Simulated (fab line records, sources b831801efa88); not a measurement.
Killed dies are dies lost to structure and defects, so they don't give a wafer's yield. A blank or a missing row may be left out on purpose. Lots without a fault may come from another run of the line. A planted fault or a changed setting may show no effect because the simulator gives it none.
Problem report in the 8D (eight disciplines) form, filled by code | flow gf180mcu | the parts of the form that need people (team, actions taken, sign-off) are left out

1. THE PROBLEM
NWELL_RS at GF_VT_IMPLANT_RS_MEAS_47 reads a mean of 497.6 ohm/sq on 6 wafers of 2 lots; wafers without a fault read 487.7 ohm/sq with a standard deviation of 1.1. That is +9.0 standard deviations from the usual mean.
The step: measures by four-point-probe.
First seen on wafer L855.2, day 10 16:41, on film_metro-04. The record holds 42 wafers of 14 lots with a number at this step. Rule for "out", or "out of limits": more than 4 standard deviations from the usual mean. The other wafers with a number count as sound.

2. WHAT IT IS AND WHAT IT IS NOT
question                    | is                           | is not
which readings at this step | NWELL_RS                     | -
which lots                  | L855, L857                   | L845, L846, L847, L848, L850, L851, L856, L858, L860, L861, L862, L866
which wafers of those lots  | all that have a number       | -
read on which gauges        | film_metro-02, film_metro-04 | film_metro-03
when                        | from day 10 16:41            | up to then (18 sound wafers); but 18 sound wafers of L856, L858, L860, L861, L862, L866 came after

3. SUSPECTS, AND WHAT RULES EACH OUT
Counting: a tool at a process step up to the reading stays a suspect if it ran every lot that is out and no sound lot after the first of them.
- the gauge at GF_VT_IMPLANT_RS_MEAS_47: ruled out. The wafers that are out were read on 2 gauges (film_metro-02, film_metro-04).
- implanter-04 at GF_NWELL_IMPLANT_08: kept. It ran every lot that is out, first L855 (day 5 21:27), and no sound lot after that; its last sound lot up to then is L850 (day 4 16:07). Its own readings are out on those wafers: beam_energy_keV.
Left after counting: implanter-04 at GF_NWELL_IMPLANT_08.

4. THE CAUSE (what the simulator had put in)
Process parameter drift: implanter-04, from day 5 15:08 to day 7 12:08, at GF_NWELL_IMPLANT_08. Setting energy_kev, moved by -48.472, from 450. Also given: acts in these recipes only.
Counting left only this tool.

5. THE CHAIN OF EFFECTS, in route order
Each row: a reading whose mean over the struck wafers that have a number lies more than 3 standard deviations from the usual. Only readings for which the record gives a usual standard deviation are gone through. hours: the time from each lot's start at the first step in this table that gives one to its start at this step, as a median over the lots. sigmas: the change in usual standard deviations.
hours | step                     | reading         | usual        | on struck wafers | change | sigmas
0     | GF_NWELL_IMPLANT_08      | beam_energy_keV | 449.99       | 401.52           | -48.47 | -99 or more
116   | GF_VT_IMPLANT_RS_MEAS_47 | NWELL_RS        | 487.7 ohm/sq | 497.6            | +9.9   | +9.0
The process steps in it:
- GF_NWELL_IMPLANT_08
Later measuring or inspecting steps at which every struck wafer that the step has a row for has a number for every such reading, and none has moved that far: GF_POLY_GATE_CD_MEAS_10.

6. WHAT WOULD HAVE CAUGHT IT SOONER
In this record the first reading out of limits at a measuring or inspecting step was taken at day 10 16:41, 122 hours after the fault began at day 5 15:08.
The tool's own readings at GF_NWELL_IMPLANT_08 were out on every struck wafer that the step has a row for (beam_energy_keV): an alarm limit on them would have fired on the first of those.
All the lots that are out (2) had begun GF_NWELL_IMPLANT_08 on implanter-04 by day 10 16:41. A hold on the tool at that time would have spared none of them.
